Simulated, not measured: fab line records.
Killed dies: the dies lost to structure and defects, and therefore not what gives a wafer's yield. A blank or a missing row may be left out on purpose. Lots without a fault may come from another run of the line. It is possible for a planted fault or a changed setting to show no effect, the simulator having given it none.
Which tool did it?	flow gf180mcu	11 lots, 33 wafers sampled, at 3 steps of a route of 602

## WHAT THE GAUGES SHOWED, per wafer
GF_V3_CD_MEAS_14: target cd 260 nm. Usual: 260.2 nm for cd-nm, sd 1.2.
lot	measured	on	cd-nm (nm)	flag
L163	day 23 00:26	cd-sem-01	258.2 258.7 258.7	
L164	day 23 10:40	cd-sem-02	257.4 258.7 257.5	
L165	day 23 14:31	cd-sem-01	259.1 259.5 259.9	
L167	day 24 09:31	cd-sem-02	258.3 259.2 257.3	
L169	day 25 03:03	cd-sem-02	258.8 260.1 259.8	
L173	day 26 02:03	cd-sem-02	260.7 260.2 261.3	
L176	day 27 07:11	cd-sem-02	262.2 261.3 261.3	
L179	day 28 06:36	cd-sem-01	259.5 259.0 258.8	
L180	day 28 11:07	cd-sem-01	259.2 260.5 261.9	
L184	day 29 18:06	cd-sem-02	259.4 259.5 260.8	
L183	day 29 21:22	cd-sem-02	262.0 261.6 260.7	

GF_M4_CD_MEAS_14: target cd 280 nm. Usual: 279.9 nm for cd-nm, sd 1.4.
lot	measured	on	cd-nm (nm)	flag
L163	day 24 00:57	cd-sem-02	279.4 281.3 280.7	
L164	day 24 10:21	cd-sem-02	280.2 279.1 279.4	
L165	day 24 13:53	cd-sem-01	283.0 284.3 282.9	
L167	day 25 08:58	cd-sem-02	282.1 281.9 281.3	
L169	day 26 02:14	cd-sem-01	280.4 280.7 280.8	
L173	day 27 00:22	cd-sem-02	278.6 280.4 278.8	
L176	day 28 05:11	cd-sem-02	277.2 279.9 279.1	
L179	day 29 04:06	cd-sem-01	281.0 281.2 280.2	
L180	day 29 08:35	cd-sem-01	279.3 279.2 278.4	
L184	day 30 13:49	cd-sem-02	280.0 279.2 278.0	
L183	day 30 17:29	cd-sem-02	278.8 279.1 279.4	

## TOOL THAT RAN EACH LOT (tool first, then ch and the chambers of the sampled wafers, then the start)
lot	GF_M4_SPUTTER_02
L163	pvd-sputter-03, day 23 02:07
L164	pvd-sputter-02, day 23 12:19
L165	pvd-sputter-02, day 23 16:14
L167	pvd-sputter-03, day 24 11:09
L169	pvd-sputter-02, day 25 04:43
L173	pvd-sputter-02, day 26 03:41
L176	pvd-sputter-02, day 27 08:50
L179	pvd-sputter-03, day 28 08:47
L180	pvd-sputter-03, day 28 12:46
L184	pvd-sputter-03, day 29 19:49
L183	pvd-sputter-02, day 29 23:24
- GF_M4_SPUTTER_02: material AlCu, target thk 450 nm, time 23.9 s.

## AS READ BY THE TOOLS THEMSELVES (means over the sampled wafers that have a number; for cases with no such wafer, the mark the record gives instead)
GF_M4_SPUTTER_02. Usual: chamber-pressure-pa 0.4000 Pa, standard deviation 0.0009; throttle-valve-pct 30.1 %, standard deviation 1.1.
lot	tool	chamber-pressure-pa (Pa)	throttle-valve-pct (%)	flag
L163	pvd-sputter-03	0.4004	30.5	
L164	pvd-sputter-02	0.4005	30.8	
L165	pvd-sputter-02	0.4000	30.5	
L167	pvd-sputter-03	0.4002	30.1	
L169	pvd-sputter-02	0.4005	30.9	
L173	pvd-sputter-02	0.4001	30.1	
L176	pvd-sputter-02	0.4001	30.7	
L179	pvd-sputter-03	0.3999	28.9	
L180	pvd-sputter-03	0.4001	29.5	
L184	pvd-sputter-03	0.4000	30.1	
L183	pvd-sputter-02	0.3995	30.6	

## THE ANSWER, worked out from the rows above alone
Rule: a lot counts as off when the mean over its wafers that have a number is more than 3 standard deviations away from the usual mean. A lot without any number at a reading at which 4 lots or more have one is off too. All remaining lots with rows at the step are treated as sound. First the gauges in route order, then the tools' own readings, where a lot's mean is used as printed above. At the first step where some lot is off, the reading lying furthest off is the one used; lots without a number count as furthest.
No lot is off at any reading shown: from this, nothing can be told.

## WHAT THE SIMULATOR HAD INSERTED
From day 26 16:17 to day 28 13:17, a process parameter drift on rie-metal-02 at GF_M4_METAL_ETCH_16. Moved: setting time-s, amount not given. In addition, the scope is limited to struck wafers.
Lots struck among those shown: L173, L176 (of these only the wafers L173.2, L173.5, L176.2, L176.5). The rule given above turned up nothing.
